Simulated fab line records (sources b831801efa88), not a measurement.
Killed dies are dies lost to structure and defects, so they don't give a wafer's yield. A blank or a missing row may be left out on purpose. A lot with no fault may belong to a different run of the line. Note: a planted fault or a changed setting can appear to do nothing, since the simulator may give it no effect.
fab line records	flow sky130
[record] lots = 10	wafers = 30	last_day = 50
route steps=708 shown POLY_GATE@234 LDD_LDN@301 POLY_CUT@317 LOCAL_INTERCONNECT@401
lots untouched by any fault: they come from a run of this same line in which no faults occurred
start_h: hours from the record's opening day to when the first of the lot's shown wafers began	wait_h: time in hours since the lot's previous step	" unchanged from the row above	L1.1+2: a row that stands for several wafers	- no value, or no start given	* or withheld: withheld	< > ~ a bound
route shown NAME@n: names a module that has steps shown in the file, with the first one's number in the route	usual: mean/standard deviation of fault-free wafers	same: alike in all rows	chamber/n: place in a boat	sites: each site's reading	_std_site: standard deviation across them	_edge_site: inner sites' mean taken away from outer sites' mean	radius_mm: how far each site lies from the wafer's centre	mask NAME#n: copy n	behind: the tool/chamber that last shaped the wafer	hold: why the lot went on hold/how many hours it stayed there/how the hold came to an end	device: the transistor (n, p or np) that didn't switch	end of line: the tests these same wafers got at the end of their route	for a step that has no rows: nothing shown but its recipe	killed: at the first sort, the dies lost to defects and structure; wafer yield is something else	map: shows each die of a wafer: x if killed, . if not, _ if none is there
set.NAME: the run value of the setting; set.NAME@STEP: its run value at that earlier step	model.NAME: the simulator's own value behind a step, which no gauge read
the route's steps for a sample of lots (tables are steps, rows are wafers)
services: a tool's chamber out of use, with start hour (start_h, from the record's first day; less than 0 if before it), hours out, and reason
[[steps]]
[step SKY_POLY_GATE_OXIDATION_20]
[recipe] temp_c = 850	ambient = O2	stabilise_s = 600	purge_s = 300	target_thk_a = 40	ox_time_s = 899
[usual] spike_tc_bottom_C = 863.6/2.3	spike_tc_centre_C = 849.6/0.94	spike_tc_lower_C = 851.0/1.1	spike_tc_top_C = 862.9/2.5	spike_tc_upper_C = 850.3/1.3	tube_center_temp_C = 850.01/0.08	tube_center_temp_C_max = 852.1/0.31	zone_power_bottom_pct = 23.8/0.36	zone_power_lower_pct = 18.1/0.85	zone_power_top_pct = 33.3/0.76	zone_power_upper_pct = 16.5/1.3
lot.wafer	tool	chamber	start_h	wait_h	spike_tc_bottom_C	spike_tc_centre_C	spike_tc_lower_C	spike_tc_top_C	spike_tc_upper_C	tube_center_temp_C	tube_center_temp_C_max	zone_power_bottom_pct	zone_power_lower_pct	zone_power_top_pct	zone_power_upper_pct
L331.1	furnace-02	0	374.31	2.0	863.6	849.2	851.4	859.0	849.8	849.9	852.2	23.9	17.1	33.9	17.7
L331.4	"	0	"	"	862.8	849.1	850.0	860.5	850.7	849.97	851.9	24.2	17.4	33.4	17.9
L331.6	"	0	"	"	861.0	849.1	850.2	860.6	851.4	849.99	852.0	23.9	17.0	34.5	17.7
L332.1	furnace-02	0	391.00	2.7	861.6	846.5	852.2	859.7	852.6	849.91	852.4	23.7	17.4	33.9	18.1
L332.5	"	0	"	"	861.6	849.0	849.8	861.0	852.2	850.09	851.7	24.4	17.3	34.4	18.1
L332.6	"	0	"	"	860.6	849.2	852.0	859.6	851.0	849.95	851.9	24.1	17.1	34.2	18.1
L334.1	furnace-01	0	419.02	2.8	863.2	848.0	851.8	865.6	849.8	850	852.3	24.0	19.0	32.1	15.6
L334.4	"	0	"	"	865.3	849.3	850.2	865.0	848.8	850.13	852.4	23.5	18.9	32.8	15.3
L334.5	"	0	"	"	867.0	848.9	850.0	867.4	850.8	850.06	852.5	23.8	18.5	32.3	15.5
L338.3	furnace-01	0	457.56	2.7	864.8	848.7	851.0	865.0	850.5	850.07	852.3	23.4	18.7	33.1	15.2
L338.4	"	0	"	"	865.3	848.7	849.5	863.8	849.6	849.96	852.2	23.8	18.9	32.6	15.2
L338.6	"	0	"	"	865.2	850.9	850.8	864.8	849.9	850.11	852.3	23.7	18.9	33.2	15.4
L340.1	furnace-01	0	467.11	1.5	864.2	849.9	849.9	865.4	849.6	850.11	852.1	23.4	18.4	32.6	15.1
L340.4	"	0	"	"	864.5	849.0	850.4	863.8	849.2	849.9	852.6	23.9	18.9	33.3	15.5
L340.6	"	0	"	"	865.7	851.6	847.8	864.3	850.0	850.1	852.0	23.5	19.0	32.7	15.4
L342.4	furnace-01	0	481.08	0.0	836.5	821.1	819.7	835.2	820.9	820.44	822.4	21.4	17.4	30.8	14.1
L342.5	"	0	"	"	836.7	820.2	820.4	834.6	820.0	820.5	822.9	21.9	17.8	30.7	14.1
L342.6	"	0	"	"	836.2	819.3	820.8	837.1	820.7	820.44	822.8	21.5	17.6	31.0	14.1
L343.2	furnace-01	0	488.79	0.0	837.2	819.9	820.5	835.0	817.8	820.44	822.1	21.9	17.8	31.5	14.3
L343.4	"	0	"	"	837.2	821.0	820.2	836.3	820.8	820.43	822.3	22.1	17.5	30.6	14.1
L343.6	"	0	"	"	836.9	819.5	818.2	836.6	820.6	820.56	823.2	22.0	17.6	30.5	14.2
L347.1	furnace-02	0	533.64	0.0	861.1	849.6	852.1	860.4	851.7	850.07	852.3	24.0	17.3	33.9	17.7
L347.2	"	0	"	"	862.5	849.7	852.5	860.3	849.3	850.11	852.3	24.2	17.1	33.9	18.0
L347.4	"	0	"	"	861.5	849.8	852.3	862.5	849.8	850.05	852.7	23.8	17.0	33.9	17.7
L346.2	furnace-02	0	535.24	0.0	861.3	848.8	850.5	861.3	851.1	850.04	852.0	24.3	17.2	33.9	18.1
L346.3	"	0	"	"	859.6	849.2	852.2	859.3	850.2	849.98	852.2	23.7	17.1	33.9	17.8
L346.4	"	0	"	"	861.3	848.6	850.9	861.5	852.6	849.96	852.7	24.0	17.1	33.6	17.6
L352.1	furnace-02	0	564.59	0.0	860.0	849.8	849.2	861.6	851.0	850	852.2	24.2	17.0	34.2	18.0
L352.2	"	0	"	"	861.7	848.2	850.4	859.8	851.1	849.91	852.0	23.8	17.2	34.7	17.8
L352.5	"	0	"	"	861.0	848.4	852.5	860.0	851.0	849.99	851.8	23.9	17.5	34.3	17.8
[step SKY_POLY_GATE_THK_MEAS_21]
[recipe] reads = SiO2_of_POLY_GATE_OXIDATION_20
[usual] POLY_GATE_OXIDATION_THK = 4.02/0.076
lot.wafer	tool	chamber	start_h	wait_h	POLY_GATE_OXIDATION_THK[nm]
L331.1	film_metro-03	-	375.56	0.0	4.00
L331.4	"	-	"	"	4.01
L331.6	"	-	"	"	4.02
L332.1	film_metro-02	-	392.25	0.0	4.01
L332.5	"	-	"	"	4.01
L332.6	"	-	"	"	3.90
L334.1	film_metro-02	-	420.27	0.0	3.96
L334.4	"	-	"	"	4.06
L334.5	"	-	"	"	3.87
L338.3	film_metro-02	-	458.93	0.1	3.97
L338.4	"	-	"	"	3.91
L338.6	"	-	"	"	3.90
L340.1	film_metro-03	-	468.36	0.0	3.96
L340.4	"	-	"	"	3.97
L340.6	"	-	"	"	3.97
L342.4	film_metro-01	-	482.36	0.0	2.63
L342.5	"	-	"	"	2.71
L342.6	"	-	"	"	2.68
L343.2	film_metro-03	-	490.05	0.0	2.76
L343.4	"	-	"	"	2.77
L343.6	"	-	"	"	2.81
L347.1	film_metro-03	-	534.89	0.0	4.03
L347.2	"	-	"	"	3.96
L347.4	"	-	"	"	3.97
L346.2	film_metro-01	-	536.50	0.0	4.00
L346.3	"	-	"	"	4.02
L346.4	"	-	"	"	4.11
L352.1	film_metro-03	-	565.84	0.0	4.18
L352.2	"	-	"	"	4.09
L352.5	"	-	"	"	4.00
[step SKY_LDD_LDN_STRIP_12]
[recipe] chemistry = O2/N2	power_w = 1400	pressure_mtorr = 1500	platen_temp_c = withheld	o2_flow_sccm = 3000	n2_flow_sccm = 300	overash_fraction = 0.5
[usual] chamber_pressure_mTorr = 1500.0/1.3	drypump_motor_current_A = 5.4/0.58	oes_product_au = 0.716/0.0046	strip_time_to_endpoint_s = 14.18/0.044
lot.wafer	tool	chamber	start_h	wait_h	chamber_pressure_mTorr	drypump_motor_current_A	oes_product_au	rf_hours_counter_h	strip_time_to_endpoint_s
L331.1	plasma_asher-01	1	526.23	0.1	1499.4	5.6	0.720	36	14.13
L331.4	"	1	"	"	1497.8	5.6	0.724	-	14.13
L331.6	"	1	"	"	1499.3	5.6	0.724	-	14.11
L332.1	plasma_asher-04	1	544.40	0.1	1501.0	4.8	0.715	12	14.17
L332.5	"	1	"	"	1501.8	4.8	0.722	-	14.19
L332.6	"	0	"	"	1501.6	6.4	0.714	-	14.20
L334.1	plasma_asher-02	0	572.80	0.1	1498.0	5.2	0.716	84	14.16
L334.4	"	1	"	"	1503.3	5.0	0.719	-	14.16
L334.5	"	1	"	"	1500.6	5.0	0.716	-	14.21
L338.3	plasma_asher-02	0	610.65	0.1	1500.6	5.2	0.710	-	14.16
L338.4	"	1	"	"	1500.8	5.0	0.722	-	14.18
L338.6	"	1	"	"	1499.9	4.9	0.712	-	14.21
L340.1	plasma_asher-02	0	619.97	0.1	1500.0	5.2	0.710	89	14.29
L340.4	"	1	"	"	1499.5	5.0	0.714	-	14.24
L340.6	"	1	"	"	1501.2	4.9	0.715	-	14.25
L342.4	plasma_asher-04	1	631.34	0.1	1500.8	4.8	0.710	-	14.25
L342.5	"	0	"	"	1500.9	6.4	0.713	-	14.25
L342.6	"	1	"	"	1500.7	4.8	0.709	-	14.21
L343.2	plasma_asher-02	0	639.53	0.1	1498.1	5.2	0.720	91	14.15
L343.4	"	0	"	"	1502.0	5.2	0.718	-	14.15
L343.6	"	1	"	"	1499.8	5.0	0.723	-	14.12
L347.1	plasma_asher-04	1	681.83	0.1	1501.3	4.8	0.716	27	14.17
L347.2	"	0	"	"	1499.4	6.3	0.724	27	14.19
L347.4	"	0	"	"	1498.2	6.3	0.720	-	14.21
L346.2	plasma_asher-02	0	683.95	0.1	1500.1	5.2	0.719	95	14.19
L346.3	"	1	"	"	1501.4	5.0	0.723	-	14.17
L346.4	"	0	"	"	1499.6	5.2	0.715	-	14.10
L352.1	plasma_asher-04	1	710.05	0.1	1498.7	4.8	0.712	30	14.20
L352.2	"	0	"	"	1502.1	6.3	0.716	30	14.19
L352.5	"	0	"	"	1499.1	6.3	0.713	-	14.20
[step SKY_POLY_CUT_ETCH_10]
[recipe] chemistry = N2/H2	target = BARC	ion_energy_ev = 200	source_w = 500	bias_w = 100	pressure_mtorr = 30	n2_flow_sccm = 100	h2_flow_sccm = 200	stop_on = SiO2	time_s = 45.9	target_depth_a = 600
[usual] chamber_pressure_mTorr = 29.999/0.029	drypump_motor_current_A = 5.7/0.41	oes_product_au = 0.857/0.0048	throttle_valve_pct = 13.224/0.0094
lot.wafer	tool	chamber	start_h	wait_h	chamber_pressure_mTorr	drypump_motor_current_A	oes_product_au	rf_hours_counter_h	throttle_valve_pct
L331.1	rie_diel-02	1	559.54	0.0	30.031	6.0	0.858	10	13.226
L331.4	"	3	"	"	29.992	6.0	0.854	17	13.205
L331.6	"	0	"	"	29.985	5.0	0.856	-	13.235
L332.1	rie_diel-03	3	575.42	0.0	30.025	5.5	0.849	3	13.233
L332.5	"	3	"	"	29.987	5.4	0.858	-	13.229
L332.6	"	2	"	"	29.986	5.4	0.861	-	13.214
L334.1	rie_diel-02	1	603.62	0.0	29.967	6.0	0.859	11	13.224
L334.4	"	0	"	"	29.962	5.0	0.861	59	13.220
L334.5	"	2	"	"	29.949	5.2	0.862	-	13.236
L338.3	rie_diel-02	3	641.60	0.0	29.990	6.1	0.858	18	13.217
L338.4	"	2	"	"	30.013	5.2	0.862	12	13.223
L338.6	"	1	"	"	30.004	6.0	0.864	-	13.239
L340.1	rie_diel-02	0	650.69	0.0	30.055	5.0	0.864	60	13.227
L340.4	"	3	"	"	29.986	6.1	0.865	19	13.227
L340.6	"	2	"	"	29.962	5.2	0.851	-	13.235
L342.4	rie_diel-02	1	661.29	0.0	29.964	6.0	0.851	12	13.226
L342.5	"	3	"	"	30.041	6.0	0.855	-	13.230
L342.6	"	0	"	"	29.976	5.0	0.858	-	13.234
L343.2	rie_diel-03	1	669.59	0.0	29.983	5.2	0.847	10	13.213
L343.4	"	0	"	"	29.982	6.2	0.854	7	13.231
L343.6	"	2	"	"	30.032	5.4	0.853	-	13.214
L347.1	rie_diel-02	3	712.12	0.0	29.991	6.0	0.859	20	13.219
L347.2	"	0	"	"	30.024	5.0	0.857	0	13.232
L347.4	"	1	"	"	29.988	6.0	0.848	13	13.214
L346.2	rie_diel-04	3	713.96	0.0	30.021	5.8	0.855	7	13.226
L346.3	"	1	"	"	30.028	6.2	0.854	18	13.225
L346.4	"	0	"	"	30.025	5.6	0.854	12	13.235
L352.1	rie_diel-03	1	740.22	0.0	30.001	5.2	0.854	11	13.230
L352.2	"	3	"	"	30.049	5.4	0.853	5	13.229
L352.5	"	2	"	"	30.016	5.4	0.856	-	13.205
[step SKY_LOCAL_INTERCONNECT_METAL_ETCH_14]
[recipe] target_depth_nm = 110	stop_on = PSG	chemistry = Cl2/BCl3	target = TiN	resist_sidewall_deg = 88	pressure_mtorr = 10	icp_w = 900	bias_w = 48.5	Cl2_flow_sccm = 60	bcl3_flow_sccm = 30	time_s = 31.4
[usual] bcl3_flow_sccm = 29.99/0.091	chamber_pressure_mTorr = 10.000/0.0092	drypump_motor_current_A = 5.6/0.55	he_backside_leak_sccm = 3.5/0.4	oes_product_au = 0.939/0.009	throttle_valve_pct = 21.902/0.011
lot.wafer	tool	chamber	start_h	wait_h	bcl3_flow_sccm	chamber_pressure_mTorr	drypump_motor_current_A	he_backside_leak_sccm	oes_product_au	rf_hours_counter_h	throttle_valve_pct
L331.1	rie_metal-01	0	708.18	0.1	30.04	9.988	5.1	3.7	0.947	5	21.905
L331.4	"	0	"	"	30.18	10.015	5.1	3.7	0.946	-	21.891
L331.6	"	0	"	"	30.34	9.996	5.1	3.8	0.953	-	21.895
L332.1	rie_metal-04	0	720.56	0.0	30.01	9.999	5.0	3.0	0.946	11	21.904
L332.5	"	0	"	"	29.99	10.010	5.0	3.1	0.951	-	21.890
L332.6	"	1	"	"	29.92	10.008	6.3	3.6	0.941	-	21.913
L334.1	rie_metal-01	0	747.74	0.0	30.04	9.989	5.1	3.3	0.939	6	21.903
L334.4	"	0	"	"	29.99	10.007	5.1	3.4	0.942	-	21.905
L334.5	"	0	"	"	30.07	9.995	5.1	5.5	0.927	-	21.894
L338.3	rie_metal-04	1	785.73	0.1	29.99	10.000	6.2	3.6	0.934	-	21.908
L338.4	"	1	"	"	30.01	9.994	6.2	3.6	0.936	-	21.900
L338.6	"	1	"	"	29.90	10.015	6.2	3.6	0.942	-	21.914
L340.1	rie_metal-03	0	793.99	0.0	29.97	10.000	5.7	3.2	0.931	1	21.901
L340.4	"	0	"	"	29.94	9.992	5.7	3.0	0.929	-	21.896
L340.6	"	0	"	"	30.04	10.002	5.7	3.3	0.924	-	21.897
L342.4	rie_metal-03	0	803.35	0.1	30.10	10.018	5.8	3.0	0.938	-	21.903
L342.5	"	0	"	"	29.96	9.999	5.8	3.3	0.931	-	21.907
L342.6	"	0	"	"	29.98	10.006	5.7	3.2	0.929	-	21.893
L343.2	rie_metal-01	1	809.16	0.0	30.05	10.009	6.3	3.7	0.935	3	21.906
L343.4	"	1	"	"	30.00	10.011	6.2	3.5	0.933	-	21.924
L343.6	"	1	"	"	30.05	10.008	6.2	3.6	0.934	-	21.894
L347.1	rie_metal-01	0	851.82	0.0	30.05	10.014	5.1	3.2	0.932	11	21.904
L347.2	"	1	"	"	30.03	9.987	6.2	3.8	0.953	5	21.915
L347.4	"	0	"	"	29.95	10.001	5.1	3.4	0.941	-	21.911
L346.2	rie_metal-03	1	853.57	0.0	29.90	9.982	5.4	3.4	0.946	2	21.898
L346.3	"	0	"	"	30.06	9.986	5.8	3.4	0.952	-	21.896
L346.4	"	1	"	"	30.03	9.980	5.5	3.5	0.948	-	21.903
L352.1	rie_metal-01	1	877.64	0.0	30.07	9.999	6.3	3.6	0.930	7	21.899
L352.2	"	0	"	"	29.97	9.999	5.1	3.7	0.933	12	21.917
L352.5	"	1	"	"	29.96	10.001	6.3	3.6	0.928	-	21.903
[[services]]
tool	chamber	start_h	hours	kind
plasma_asher-02	-	354.79	15.6	pm
rie_diel-02	0	405.82	5.5	repair
furnace-02	-	417.88	3.7	pm
rie_diel-02	-	433.04	0.7	repair
furnace-02	-	441.64	20.0	repair
furnace-02	-	461.62	3.9	pm
furnace-01	-	472.89	3.5	pm
furnace-01	-	506.03	4.5	pm
furnace-01	-	510.58	4.4	pm
rie_diel-02	-	547.30	2.8	pm
furnace-02	-	614.20	3.7	pm
rie_metal-01	-	636.37	4.0	pm
furnace-01	-	640.89	3.2	pm
furnace-02	-	670.15	1.5	pm
furnace-02	-	699.64	4.1	pm
rie_metal-01	1	709.41	17.7	repair
rie_diel-02	3	713.31	10.1	repair
plasma_asher-02	-	733.75	9.0	pm
rie_diel-02	-	748.16	0.3	repair
rie_diel-02	2	769.92	24.9	repair
furnace-02	-	782.98	2.6	pm
furnace-01	-	787.07	4.4	pm
furnace-01	-	808.89	3.4	pm
plasma_asher-02	-	816.41	42.7	repair
[[key]]
[first_sign] step = SKY_POLY_GATE_OXIDATION_20	reading = tube_center_temp_C	direction = down	sigmas = 99+	usual = *	struck = *
[effect] step = SKY_POLY_GATE_OXIDATION_20	reading = tube_center_temp_C_max	direction = down	sigmas = 94	usual = *	struck = *
[effect] step = SKY_POLY_GATE_THK_MEAS_21	reading = POLY_GATE_OXIDATION_THK	direction = down	sigmas = 17	usual = 4.02	struck = 2.73
met_at SKY_POLY_GATE_OXIDATION_20
struck_lots L342,L343
tester_left_out L342,L343
not_acting_at SKY_LDD_LDN_STRIP_12,SKY_POLY_CUT_ETCH_10,SKY_LOCAL_INTERCONNECT_METAL_ETCH_14
onset_between 467.11 481.08
[fault] kind = process_parameter_drift	tool = furnace-01	chamber = -	onset_h = 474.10	steps = SKY_POLY_GATE_OXIDATION_20	channel = temp_c	offset = *	shape = step	end_h = 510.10	acts_in = *	stated = *
// tester_left_out: of these lots the tester's yield and bins aren't shown, on N5 and GAA mostly nor the transistor test; their killed dies are dies lost to structure and defects alone, not to doping, threshold or leakage, so they don't give the yield
